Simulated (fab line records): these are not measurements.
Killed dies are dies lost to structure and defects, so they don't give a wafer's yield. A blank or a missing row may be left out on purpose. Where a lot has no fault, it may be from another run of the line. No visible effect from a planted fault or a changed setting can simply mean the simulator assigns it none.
Code-filled problem report in 8D (eight disciplines) form ; flow sky130 ; the parts of the form that need people (team, actions taken, sign-off) are left out

1. PROBLEM STATEMENT
Mean of biasW at SKY_POLY_GATE_ETCH_15: 94.0 W across 6 wafers in 2 lots; on wafers with no fault it is 100.0 W (standard deviation 0.31). Measured from the usual mean, that is -20 standard deviations.
The step: etches BARC in N2/H2, stops on SiO2, time 118.5 s, target depth 110 nm.
The first sign was on wafer L135.1 at day 22 20:46, on rieDiel-01. The record has a number at this step for 36 wafers belonging to 12 lots. Rule for "out", or "out of limits": more than 4 standard deviations from the usual mean. The rest of the wafers with a number are treated as sound.

2. WHAT THIS IS AND IS NOT
question;is;is not
which readings at this step;biasW;drypumpMotorCurrentA, oesProductAu, throttleValvePct
which lots;L135, L136;L118, L121, L122, L124, L125, L127, L129, L130, L131, L139
which wafers of those lots;all that have a number;-
read on which tools;rieDiel-01;rieDiel-02, rieDiel-03
when;from day 22 20:46;"up to then (27 sound wafers); but 3 sound wafers of L139 came after"

3. THE SUSPECTS, EACH WITH WHAT RULES IT OUT
Counting: a tool at any process step up to the reading remains a suspect when it ran all the lots that are out and ran no sound lot after the first of those.
- rieDiel-01 at SKY_POLY_GATE_ETCH_15 (etches BARC in N2/H2, stops on SiO2, time 118.5 s, target depth 110 nm): kept. All lots that are out passed through it, beginning with L135 at day 22 20:46, and no sound lot followed; its final sound lot before that point was L130 at day 21 01:49. Its own readings are out on those wafers: biasW.
The count leaves rieDiel-01 at SKY_POLY_GATE_ETCH_15.

4. THE CAUSE (what the simulator had put in)
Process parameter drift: rieDiel-01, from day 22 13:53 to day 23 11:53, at SKY_POLY_GATE_ETCH_15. Setting biasW shifted by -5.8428 from 100. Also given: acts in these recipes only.
Only this tool survived the counting.

5. SEQUENCE OF EFFECTS, ordered by route
Each row: a reading whose mean over the struck wafers that have a number lies more than 3 standard deviations from the usual. Only readings for which the record gives a usual standard deviation are gone through. hours: the time from each lot's start at the first step in this table that gives one to its start at this step, as a median over the lots. sigmas: the change in usual standard deviations.
hours;step;reading;usual;on struck wafers;change;sigmas
0;SKY_POLY_GATE_ETCH_15;biasW;100.0 W;94.0;-6.0;-20
Process steps it contains:
- SKY_POLY_GATE_ETCH_15: etches BARC in N2/H2, stops on SiO2, time 118.5 s, target depth 110 nm.
At these later measuring or inspecting steps, every struck wafer for which the step has a row has a number for every such reading, and none has moved that far: SKY_RES_XHIGH_TW_MEAS_09.

6. HOW IT WOULD HAVE BEEN CAUGHT EARLIER
In this record no reading fell out of limits until day 22 20:46, 7 hours after the fault had begun at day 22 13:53.
